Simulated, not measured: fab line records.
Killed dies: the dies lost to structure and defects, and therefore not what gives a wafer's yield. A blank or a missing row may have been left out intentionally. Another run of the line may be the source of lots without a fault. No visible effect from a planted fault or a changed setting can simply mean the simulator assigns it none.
Which tool did it?	flow sky130	10 lots with 29 wafers sampled at 3 steps, on a route of 708 steps

== WHAT EACH GAUGE READ, for each wafer ==
SKY_VIA4_RS_MEAS_19: the measuring method here is four-point-probe.
lot	measured	on	VIA4_W_RS (ohm/sq)
L278	day 43 04:37	filmMetro-03	0.2239 0.2260 0.2243
L280	day 43 17:00	filmMetro-04	0.2221 0.2244 0.2212
L281	day 44 02:30	filmMetro-03	0.2234 0.2259 0.2239
L283	day 44 12:52	filmMetro-03	0.2236 0.2286 0.2270
L284	day 44 21:35	filmMetro-03	0.2228 0.2265 0.2269
L288	day 46 00:07	filmMetro-01	0.5294 0.5144
L289	day 46 02:58	filmMetro-03	0.4988 0.4875 0.5176
L290	day 46 06:39	filmMetro-03	0.2306 0.2271 0.2280
L299	day 48 10:56	filmMetro-01	0.2266 0.2278 0.2242
L300	day 48 11:37	filmMetro-04	0.2312 0.2295 0.2294

== EACH LOT AND THE TOOL THAT RAN IT (in order: tool; ch and the chambers of the sampled wafers; start) ==
lot	SKY_VIA4_SPUTTER_17	SKY_VIA4_CVD_18
L278	pvdSputter-02, day 43 04:22	cvdW-01 ch 0,1, day 43 04:28
L280	pvdSputter-02, day 43 16:47	cvdW-02 ch 0,1, day 43 16:51
L281	pvdSputter-02, day 44 02:17	cvdW-01 ch 0,1, day 44 02:21
L283	pvdSputter-02, day 44 12:39	cvdW-01 ch 0,1, day 44 12:43
L284	pvdSputter-04, day 44 21:21	cvdW-02 ch 0,1, day 44 21:25
L288	pvdSputter-01, day 45 23:53	cvdW-01 ch 0, day 45 23:56
L289	pvdSputter-02, day 46 02:44	cvdW-01 ch 0,1, day 46 02:48
L290	pvdSputter-02, day 46 06:26	cvdW-02 ch 0,1, day 46 06:30
L299	pvdSputter-02, day 48 10:42	cvdW-02 ch 0, day 48 10:46
L300	pvdSputter-04, day 48 11:21	cvdW-02 ch 0,1, day 48 11:28
- SKY_VIA4_SPUTTER_17: material TiN, target thk 20 nm, time 80 s.
- SKY_VIA4_CVD_18: deposits W, target thk 505 nm, time 152.14 s.

== THE ANSWER, worked out from the rows above alone ==
Rule: what is usual is taken from the lots themselves. Put in order of their means at a reading, lots are off if they are a third of the lots or fewer, leave a main group of 4 or more, and stand apart from it by a gap of 3 or more times the standard deviation of the main group's means; of several such gaps the widest counts. A main group is skipped when, at the precision printed for the reading in the tables above, its means are all equal. Also off: a lot with no number at a reading for which 4 or more lots have one. Any other lot the step has rows for is counted as sound.
Off: at SKY_VIA4_RS_MEAS_19 (VIA4_W_RS), L288, L289. For the main group the mean is 0.2260 ohm/sq and the standard deviation 0.0022.
A tool fits if, at a process step before that reading, it ran every lot that is off, and no sound lot after the first of them. The gauges at SKY_VIA4_RS_MEAS_19 are tried like those tools. One candidate fits, namely cvdW-01 at SKY_VIA4_CVD_18. A fault onset in the window from L283 (day 44 12:43, its last sound lot) to L288 (day 45 23:56, its first lot off) fits.

== WHAT THE SIMULATOR HAD INSERTED ==
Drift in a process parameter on cvdW-01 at SKY_VIA4_CVD_18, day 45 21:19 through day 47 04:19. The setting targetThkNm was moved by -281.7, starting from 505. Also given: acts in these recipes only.
Lots struck among those shown: L288, L289. The rule above reached the same finding.
